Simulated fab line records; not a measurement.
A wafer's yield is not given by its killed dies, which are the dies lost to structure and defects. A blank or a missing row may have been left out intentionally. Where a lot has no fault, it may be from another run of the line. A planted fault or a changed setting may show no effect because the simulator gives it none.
Which tool did it?	flow gf180mcu	21 wafers from 7 lots sampled at 3 of the route's 602 steps

## WHAT THE GAUGES READ, wafer by wafer
GF_LVPWELL_TW_MEAS_11.
lot	measured	on	LVPWELL_TW
L970	day 4 03:06	film metro-04	562 559 561
L974	day 5 00:59	film metro-02	556 556 553
L976	day 5 11:44	film metro-02	555 556 553
L978	day 5 23:21	film metro-04	30 30 30
L981	day 6 17:01	film metro-01	555 553 554
L988	day 8 08:16	film metro-04	561 559 560
L992	day 9 06:59	film metro-04	565 564 565

## WHICH TOOL RAN EACH LOT (tool, then ch and the chambers of the sampled wafers, then the start)
lot	GF_NWELL_STRIP_10	GF_LVPWELL_STRIP_10
L970	plasma asher-01 ch 0,1, day 3 13:37	plasma asher-03 ch 0,1, day 4 02:59
L974	plasma asher-04 ch 0,1, day 4 10:56	plasma asher-03 ch 0,1, day 5 00:53
L976	plasma asher-04 ch 0,1, day 4 21:13	plasma asher-02 ch 0,1, day 5 11:38
L978	plasma asher-02 ch 0, day 5 08:38	plasma asher-02 ch 0, day 5 23:14
L981	plasma asher-04 ch 0,1, day 6 01:14	plasma asher-01 ch 0,1, day 6 16:55
L988	plasma asher-04 ch 0,1, day 7 16:02	plasma asher-02 ch 0, day 8 08:10
L992	plasma asher-02 ch 0,1, day 8 13:08	plasma asher-03 ch 0,1, day 9 06:53
- GF_NWELL_STRIP_10: strips in O2/N2.
- GF_LVPWELL_STRIP_10: strips in O2/N2.

## THE ANSWER, worked out from the rows above alone
Rule: the usual values come from the lots themselves. The widest of any qualifying gaps counts: lots, ordered by their means at a reading, are off when they make up no more than a third of the lots, leave a main group of 4 or more, and stand apart from it by 3 or more times the standard deviation of that group's means. If all means in a main group match to the digits the tables above print for the reading, that group is not used. A lot without any number at a reading at which 4 lots or more have one is off too. Any other lot the step has rows for is counted as sound.
Off: at GF_LVPWELL_TW_MEAS_11 (LVPWELL_TW), L978. For the main group the mean is 558 and the standard deviation 3.9.
If a tool, at a process step before that reading, ran all the lots that are off and no sound lot after the first of them, it fits. Gauges at GF_LVPWELL_TW_MEAS_11: tried the same way as those tools. Not one of the candidates tried fits.

## WHAT THE SIMULATOR HAD PUT IN
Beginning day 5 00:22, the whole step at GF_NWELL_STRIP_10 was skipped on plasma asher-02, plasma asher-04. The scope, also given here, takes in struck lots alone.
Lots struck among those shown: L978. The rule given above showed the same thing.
